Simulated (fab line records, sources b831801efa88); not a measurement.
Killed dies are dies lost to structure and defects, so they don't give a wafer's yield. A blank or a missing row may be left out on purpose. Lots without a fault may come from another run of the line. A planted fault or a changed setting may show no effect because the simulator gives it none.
A struck lot beside a sound one | flow sfq_line | 42 steps out of a route of 325
Sound: wafers L473.2, L473.3, L473.4. Struck: wafers L482.3, L482.5, L482.6. The cause comes at the end.
At each step with rows: each side's tool, then ch and its chambers, then its first start. Under that, the readings that differ: sound wafers | struck wafers | difference of the means | sigmas: that difference in standard deviations of wafers without a fault.
alike: readings whose means differ by less than 2 such deviations, and words and numbers that are the same on both sides. not compared: withheld readings, readings that some wafer has no value for, bounds like >300 that may hide the same value, and numbers for which the record gives no deviation and whose values overlap.
The two part at a step that has a row with sigmas, a row that says differs or no value, or rows on one side only. Numbers that don't overlap but have no deviation are shown without sigmas and don't part them. A reading that every wafer of one side lacks parts them only if that side has two wafers or more.

first, 6 steps without rows for these wafers: SFQ_TRILAYER_I3_VIA_LITHO_COAT_090 (resist thk 62 nm); SFQ_TRILAYER_I3_VIA_LITHO_COAT_085 (resist thk 650 nm); SFQ_TRILAYER_I3_VIA_LITHO_SOFTBAKE_089; SFQ_TRILAYER_I3_VIA_LITHO_EXPOSE_086 (exposes mask I3, target cd 500 nm); SFQ_TRILAYER_I3_VIA_LITHO_PEB_088 (peb time 60 s); SFQ_TRILAYER_I3_VIA_LITHO_DEVELOP_087 (time 60 s).
SFQ_I3_OVL_MEAS_923:
  sound on overlay-02, day 32 12:59; struck on overlay-01, day 35 22:02
  alike: I3_OVL
SFQ_TRILAYER_I3_VIA_BARC_OPEN_VIA_ETCH_121: etches BARC in O2, target depth 125 nm, time 41.7 s.
  sound on rie_diel-04 ch 0,1,2, day 32 13:01; struck on rie_diel-03 ch 0,3, day 35 22:04
  alike: drypump_motor_current_A, oes_product_au
  not compared: rf_hours_counter_h
then, 1 step without rows for these wafers: SFQ_TRILAYER_I3_VIA_ETCH_VIA_ETCH_088 (etches SiO2 in CHF3, stops on Nb, target depth 260 nm).
SFQ_TRILAYER_I3_VIA_STRIP_STRIP_089: strips in O2.
  sound on rie_metal-03 ch 0,1, day 32 13:10; struck on rie_metal-02 ch 0,1, day 35 22:25
  alike: drypump_motor_current_A, oes_product_au
  not compared: rf_hours_counter_h
then, 2 steps without rows for these wafers: SFQ_TRILAYER_I3_VIA_STRIP_SOLV_CLEAN_090 (cleans in NMP, time 600 s); SFQ_TRILAYER_M4_DEP_PRE_CLEAN_092 (time 22.5 s).
SFQ_TRILAYER_M4_DEP_SPUTTER_091: material Nb, target thk 200 nm, time 133.3 s.
  sound on pvd_sputter-04, day 32 13:58; struck on pvd_sputter-03, day 35 23:01
  reading                                             | sound                | struck               | difference | sigmas
  cathode_dc_power_W (W)                              | 1999.4 1999.6 2000.3 | 2261.6 2260.8 2260.9 | +261.3     | +99 or more
  model.Nb_of_TRILAYER_M4_DEP_SPUTTER_091.thk_nm (nm) | 199.8 198.9 198.1    | 227.8 230.1 228.1    | +29.7      |
  alike: resputter_cathode_voltage_v, throttle_valve_pct
SFQ_M4_RS_MEAS_924: measures by four-point-probe.
  sound on film_metro-03, day 32 14:05; struck on film_metro-03, day 35 23:09
  reading           | sound             | struck            | difference | sigmas
  M4_NB_RS (ohm/sq) | 0.890 0.895 0.898 | 0.780 0.771 0.779 | -0.118     | -11
then, 6 steps without rows for these wafers: SFQ_TRILAYER_M4_LITHO_COAT_098 (resist thk 62 nm); SFQ_TRILAYER_M4_LITHO_COAT_093 (resist thk 600 nm); SFQ_TRILAYER_M4_LITHO_SOFTBAKE_097; SFQ_TRILAYER_M4_LITHO_EXPOSE_094 (exposes mask M4, target cd 500 nm); SFQ_TRILAYER_M4_LITHO_PEB_096 (peb time 60 s); SFQ_TRILAYER_M4_LITHO_DEVELOP_095 (time 60 s).
-- the record jumps here: 2 days lie between the struck wafers' starts before and after --
SFQ_M4_OVL_MEAS_926:
  sound on overlay-02, day 35 05:22; struck on overlay-01, day 38 03:27
  alike: M4_OVL
SFQ_TRILAYER_M4_BARC_OPEN_METAL_ETCH_123: etches BARC in O2, target depth 125 nm, time 41.7 s.
  sound on rie_metal-02 ch 0,1, day 35 05:23; struck on rie_metal-02 ch 1, day 38 03:31
  alike: drypump_motor_current_A, oes_product_au
  not compared: rf_hours_counter_h
SFQ_TRILAYER_M4_ETCH_METAL_ETCH_096: etches Nb in Cl2/Ar, stops on SiO2, target depth 240 nm, time 120 s.
  sound on rie_metal-02 ch 0,1, day 35 05:27; struck on rie_metal-02 ch 1, day 38 03:41
  reading               | sound             | struck            | difference | sigmas
  oes_product_au (a.u.) | 0.891 0.888 0.889 | 0.967 0.970 0.964 | +0.078     | +9
  alike: drypump_motor_current_A
  not compared: rf_hours_counter_h
then, 4 steps without rows for these wafers: SFQ_TRILAYER_M4_STRIP_STRIP_097 (strips in O2); SFQ_TRILAYER_M4_STRIP_SOLV_CLEAN_098 (cleans in NMP, time 600 s); SFQ_TRILAYER_I4_DEP_PECVD_099 (deposits SiO2 from SiH4/N2O, time 111.11 s, target thk 500 nm); SFQ_TRILAYER_I4_CMP_CMP_100 (polishes SiO2).
-- the record jumps here: 3 days lie between the struck wafers' starts before and after --
SFQ_I4_BOW_MEAS_927:
  sound on film_metro-02, day 37 19:54; struck on film_metro-03, day 40 21:15
  reading     | sound    | struck    | difference | sigmas
  I4_BOW (um) | 20 14 16 | -9 -20 -4 | -28        | -3
then, 7 steps without rows for these wafers: SFQ_TRILAYER_I4_METRO_MEASURE_101; SFQ_TRILAYER_I4_VIA_LITHO_COAT_108 (resist thk 62 nm); SFQ_TRILAYER_I4_VIA_LITHO_COAT_103 (resist thk 650 nm); SFQ_TRILAYER_I4_VIA_LITHO_SOFTBAKE_107; SFQ_TRILAYER_I4_VIA_LITHO_EXPOSE_104 (exposes mask I4, target cd 700 nm); SFQ_TRILAYER_I4_VIA_LITHO_PEB_106 (peb time 60 s); SFQ_TRILAYER_I4_VIA_LITHO_DEVELOP_105 (time 60 s).
-- the record jumps here: 4 days lie between the struck wafers' starts before and after --
SFQ_I4_OVL_MEAS_928:
  sound on overlay-02, day 41 06:20; struck on overlay-01, day 44 20:17
  reading     | sound     | struck | difference | sigmas
  I4_OVL (nm) | -5 -13 -3 | 5 5 3  | +11        | +2
SFQ_TRILAYER_I4_VIA_BARC_OPEN_VIA_ETCH_146: etches BARC in O2, target depth 125 nm, time 41.7 s.
  sound on rie_diel-03 ch 0,1,2, day 41 06:22; struck on rie_diel-03 ch 0,3, day 44 20:18
  alike: drypump_motor_current_A, oes_product_au
  not compared: rf_hours_counter_h
then, 1 step without rows for these wafers: SFQ_TRILAYER_I4_VIA_ETCH_VIA_ETCH_106 (etches SiO2 in CHF3, stops on Nb, target depth 260 nm).
SFQ_TRILAYER_I4_VIA_STRIP_STRIP_107: strips in O2.
  sound on rie_metal-01 ch 0,1, day 41 06:31; struck on rie_metal-01 ch 0,1, day 44 20:39
  alike: drypump_motor_current_A, oes_product_au
  not compared: rf_hours_counter_h
then, 2 steps without rows for these wafers: SFQ_TRILAYER_I4_VIA_STRIP_SOLV_CLEAN_108 (cleans in NMP, time 600 s); SFQ_TRILAYER_JJ_TRILAYER_DEP_PRE_CLEAN_113 (time 22.5 s).
-- the record jumps here: 34 days lie between the struck wafers' starts before and after --
SFQ_M8_BOW_MEAS_951:
  sound on film_metro-01, day 77 02:29; struck on film_metro-01, day 79 07:04
  reading                 | sound                | struck            | difference | sigmas
  model.etest.m4.ohm_um   | 1.785 1.789 1.806    | 1.564 1.556 1.567 | -0.231     |
  model.etest.i3.link_ohm | 1.955 1.989 1.984    | 1.843 1.82 1.838  | -0.142     |
  model.etest.i4.link_ohm | 2.163 2.175 2.17     | 2.037 2.029 2.045 | -0.132     |
  model.etest.m4.ohm_sq   | 0.8907 0.8945 0.8981 | 0.781 0.7731 0.78 | -0.116     |
  alike: M8_BOW

WHERE THEY PART
First at SFQ_TRILAYER_M4_DEP_SPUTTER_091; last, within this record, at SFQ_I4_OVL_MEAS_928. Later steps at which nothing parts them and some readings are alike: SFQ_TRILAYER_I4_VIA_BARC_OPEN_VIA_ETCH_146, SFQ_TRILAYER_I4_VIA_STRIP_STRIP_107, SFQ_M8_BOW_MEAS_951.

WHY: what the simulator had put in
Process parameter drift: pvd_sputter-03, from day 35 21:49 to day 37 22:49, at SFQ_TRILAYER_M4_DEP_SPUTTER_091. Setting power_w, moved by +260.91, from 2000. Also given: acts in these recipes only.
